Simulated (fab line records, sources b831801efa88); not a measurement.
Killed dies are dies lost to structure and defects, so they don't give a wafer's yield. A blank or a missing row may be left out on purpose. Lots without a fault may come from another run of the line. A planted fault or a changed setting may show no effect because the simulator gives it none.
Which tool did it? | flow gf180mcu | 7 lots, 21 wafers sampled, at 2 steps of a route of 602

WHAT THE GAUGES READ, wafer by wafer
GF_HV_LDD_TW_MEAS_38.
lot  | measured     | on            | HV_LDD_3_TW
L801 | day 12 04:50 | film_metro-03 | 1429 1433 1428
L806 | day 13 21:03 | film_metro-03 | 1424 1419 1421
L810 | day 15 01:28 | film_metro-02 | 1348 1332 1334
L812 | day 15 21:43 | film_metro-02 | 1474 1461 1468
L815 | day 16 19:38 | film_metro-04 | 1435 1428 1437
L819 | day 18 01:41 | film_metro-02 | 1461 1467 1465
L821 | day 18 22:36 | film_metro-04 | 1438 1443 1442

WHICH TOOL RAN EACH LOT (tool, then ch and the chambers of the sampled wafers, then the start)
lot  | GF_HV_LDD_IMPLANT_35
L801 | implanter-04 ch 0, day 12 04:26
L806 | implanter-02 ch 0, day 13 20:41
L810 | implanter-02, day 15 01:05
L812 | implanter-01 ch 0, day 15 21:19
L815 | implanter-02 ch 0, day 16 19:14
L819 | implanter-02 ch 0, day 18 01:17
L821 | implanter-01 ch 0, day 18 22:14
- GF_HV_LDD_IMPLANT_35

THE ANSWER, worked out from the rows above alone
Rule: what is usual is taken from the lots themselves. Put in order of their means at a reading, lots are off if they are a third of the lots or fewer, leave a main group of 4 or more, and stand apart from it by a gap of 3 or more times the standard deviation of the main group's means; of several such gaps the widest counts. A main group whose means are all the same, to the digits that the tables above print for the reading, isn't used. A lot without any number at a reading at which 4 lots or more have one is off too. The other lots that the step has rows for count as sound.
Off: L810, at GF_HV_LDD_TW_MEAS_38 (HV_LDD_3_TW). The main group: mean 1443, standard deviation 17.
A tool fits if, at a process step before that reading, it ran every lot that is off, and no sound lot after the first of them. The gauges at GF_HV_LDD_TW_MEAS_38 are tried like those tools. None of those tried fits.

WHAT THE SIMULATOR HAD PUT IN
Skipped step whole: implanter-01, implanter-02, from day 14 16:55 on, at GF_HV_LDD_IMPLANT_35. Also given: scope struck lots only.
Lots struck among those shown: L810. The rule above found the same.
